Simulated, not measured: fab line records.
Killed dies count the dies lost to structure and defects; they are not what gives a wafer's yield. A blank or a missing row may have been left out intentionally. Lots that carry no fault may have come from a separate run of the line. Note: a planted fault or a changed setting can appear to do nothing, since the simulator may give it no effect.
One fault seen from 2 desks + flow gf180mcu + numbers are kept per desk, each desk with only its own; the story behind them comes last

== THE METROLOGY DESK ==
Means of the sampled wafers that have a number, per lot and without regard to the tool the lot ran on: this is what the gauges read. The brackets show how far a lot's mean lies from the usual mean; more than 4 standard deviations puts the lot out of limits, marked OUT.
Columns: A = V4_W_RS at GF_V4_RS_MEAS_24, usual 0.327 ohm/sq; B = V4_W_THK at GF_V4_THK_MEAS_25, usual 333 nm; C = MIM_CVD_05_THK at GF_MIM_THK_MEAS_06, usual 42.1 nm
| lot  | first seen here | A     | B   | C    |
|------|-----------------|-------|-----|------|
| L341 | day 25 08:01    | 0.325 | 332 | 42.4 |
| L342 | day 25 22:43    | 0.330 | 328 | 41.3 |
| L343 | day 26 05:10    | 0.326 | 336 | 42.4 |
| L360 | day 31 10:53    | 0.322 | 334 | 41.6 |
| L361 | day 31 16:11    | 0.330 | 333 | 42.3 |
Finding of this desk: none of the 5 lots has anything out of limits.

== AT THE TOOL OWNER'S DESK: pvdSputter-02 ==
At GF_MIM_SPUTTER_07 (material TiN, target thk 60 nm, time 50 s) the tool's own readings: per lot run on this tool, the mean of the sampled wafers that have a number. The brackets show how far a lot's mean lies from the usual mean; more than 4 standard deviations puts the lot out of limits, marked OUT.
Columns: A = throttleValvePct at GF_MIM_SPUTTER_07, usual 30.4 %
| lot  | first seen here | A    |
|------|-----------------|------|
| L342 | day 25 23:30    | 30.3 |
| L343 | day 26 05:55    | 30.1 |
Finding of this desk: none of the 2 lots has anything out of limits.

== ALL TOGETHER ==
Nothing out of limits was seen by the metrology desk.
The desk of the tool owner found nothing out of limits.

== WHAT THE SIMULATOR PUT IN ==
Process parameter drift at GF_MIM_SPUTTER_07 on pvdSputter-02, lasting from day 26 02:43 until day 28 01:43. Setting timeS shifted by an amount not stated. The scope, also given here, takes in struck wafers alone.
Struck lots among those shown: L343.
